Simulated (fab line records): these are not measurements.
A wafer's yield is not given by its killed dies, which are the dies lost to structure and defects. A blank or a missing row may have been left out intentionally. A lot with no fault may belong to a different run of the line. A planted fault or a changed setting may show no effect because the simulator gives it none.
Which of the tools did it?	flow sky130	36 wafers from 12 lots sampled at 3 of the route's 708 steps

== WHAT THE GAUGES READ, wafer by wafer ==
SKY_VIA3_THK_MEAS_23: measures by xrf. Usual: VIA3_W_THK gives 393 nm (standard deviation 8.6).
lot	measured	on	VIA3_W_THK (nm)	flag
L989	day 39 04:22	film_metro-02	381 389 380	
L990	day 40 01:59	film_metro-02	396 389 387	
L991	day 40 19:01	film_metro-01	395 392 389	
L997	day 42 10:52	film_metro-02	384 382 387	
L998	day 42 15:08	film_metro-01	397 389 394	
L999	day 42 17:32	film_metro-03	403 398 396	
L106	day 44 14:18	film_metro-02	392 399 402	
L108	day 45 03:28	film_metro-01	387 387 383	
L109	day 45 12:41	film_metro-01	395 396 414	
L110	day 45 13:11	film_metro-01	381 386 380	
L111	day 45 17:15	film_metro-01	406 408 398	
L112	day 46 05:09	film_metro-02	397 398 412	

== WHICH TOOL RAN EACH LOT (tool, then ch and the chambers of the sampled wafers, then the start) ==
lot	SKY_POLY_GATE_ETCH_15	SKY_VIA3_CVD_21
L989	rie_diel-04 ch 0,1,2, day 15 19:05	cvd_w-01 ch 0,1, day 39 04:07
L990	rie_diel-03 ch 1,3, day 16 19:20	cvd_w-02 ch 0,1, day 40 01:44
L991	rie_diel-02 ch 0,1,2, day 17 16:14	cvd_w-02 ch 0,1, day 40 18:47
L997	rie_diel-02 ch 0,1,2, day 19 15:14	cvd_w-01 ch 0,1, day 42 10:37
L998	rie_diel-02 ch 0,2,3, day 19 21:47	cvd_w-02 ch 0,1, day 42 14:53
L999	rie_diel-04 ch 0,2,3, day 20 01:23	cvd_w-01 ch 0,1, day 42 17:19
L106	rie_diel-04 ch 1,3, day 22 13:08	cvd_w-02 ch 0,1, day 44 14:03
L108	rie_diel-04 ch 2,3, day 23 06:47	cvd_w-01 ch 0,1, day 45 03:14
L109	rie_diel-04 ch 0,2,3, day 23 18:41	cvd_w-02 ch 0,1, day 45 12:27
L110	rie_diel-02 ch 1,2, day 23 22:11	cvd_w-01 ch 0,1, day 45 12:58
L111	rie_diel-04 ch 0,1,3, day 24 05:36	cvd_w-02 ch 0,1, day 45 17:01
L112	rie_diel-02 ch 1,3, day 24 21:38	cvd_w-02 ch 0,1, day 46 04:54
- SKY_POLY_GATE_ETCH_15: etches BARC in N2/H2, stops on SiO2, time 116.5 s, target depth 110 nm.
- SKY_VIA3_CVD_21: deposits W, target thk 390 nm, time 117.31 s.

== AS READ BY THE TOOLS THEMSELVES (means over the sampled wafers that have a number; for cases with no such wafer, the mark the record gives instead) ==
SKY_POLY_GATE_ETCH_15. Usual: drypump_motor_current_A 5.6 A, standard deviation 0.51; oes_product_au 0.723 a.u., standard deviation 0.0049; throttle_valve_pct 13.213 %, standard deviation 0.0089.
lot	tool	drypump_motor_current_A (A)	oes_product_au (a.u.)	throttle_valve_pct (%)	flag
L989	rie_diel-04	6.0	0.724	13.215	
L990	rie_diel-03	5.9	0.721	13.217	
L991	rie_diel-02	4.8	0.724	13.216	
L997	rie_diel-02	4.8	0.725	13.205	
L998	rie_diel-02	5.0	0.721	13.208	
L999	rie_diel-04	5.9	0.723	13.214	
L106	rie_diel-04	5.6	0.729	13.205	
L108	rie_diel-04	5.8	0.724	13.221	
L109	rie_diel-04	5.9	0.724	13.203	
L110	rie_diel-02	4.8	0.724	13.224	
L111	rie_diel-04	5.8	0.722	13.212	
L112	rie_diel-02	5.3	0.720	13.208	

SKY_VIA3_CVD_21. Usual: chamber_pressure_Torr 39.98 Torr, standard deviation 0.081; heater_power_w 910 W, standard deviation 63.
lot	tool	chamber_pressure_Torr (Torr)	heater_power_w (W)	flag
L989	cvd_w-01	40.01	913	
L990	cvd_w-02	39.98	922	
L991	cvd_w-02	39.97	912	
L997	cvd_w-01	39.93	872	
L998	cvd_w-02	40.03	914	
L999	cvd_w-01	40.04	856	
L106	cvd_w-02	39.92	918	
L108	cvd_w-01	39.98	928	
L109	cvd_w-02	39.96	939	
L110	cvd_w-01	39.99	859	
L111	cvd_w-02	39.97	930	
L112	cvd_w-02	39.96	938	

== THE ANSWER, worked out from the rows above alone ==
Rule: a lot is off if the mean of its wafers that have a number lies more than 3 standard deviations from the usual mean. A lot without any number at a reading at which 4 lots or more have one is off too. Where the step has rows for the other lots, those lots are counted as sound. First the gauges in route order, then the tools' own readings, where a lot's mean is used as printed above. At the first step where some lot is off, the reading lying furthest off is the one used; lots without a number count as furthest.
Across all readings shown, no lot is off: no conclusion can be drawn from this.

== WHAT THE SIMULATOR HAD PUT IN ==
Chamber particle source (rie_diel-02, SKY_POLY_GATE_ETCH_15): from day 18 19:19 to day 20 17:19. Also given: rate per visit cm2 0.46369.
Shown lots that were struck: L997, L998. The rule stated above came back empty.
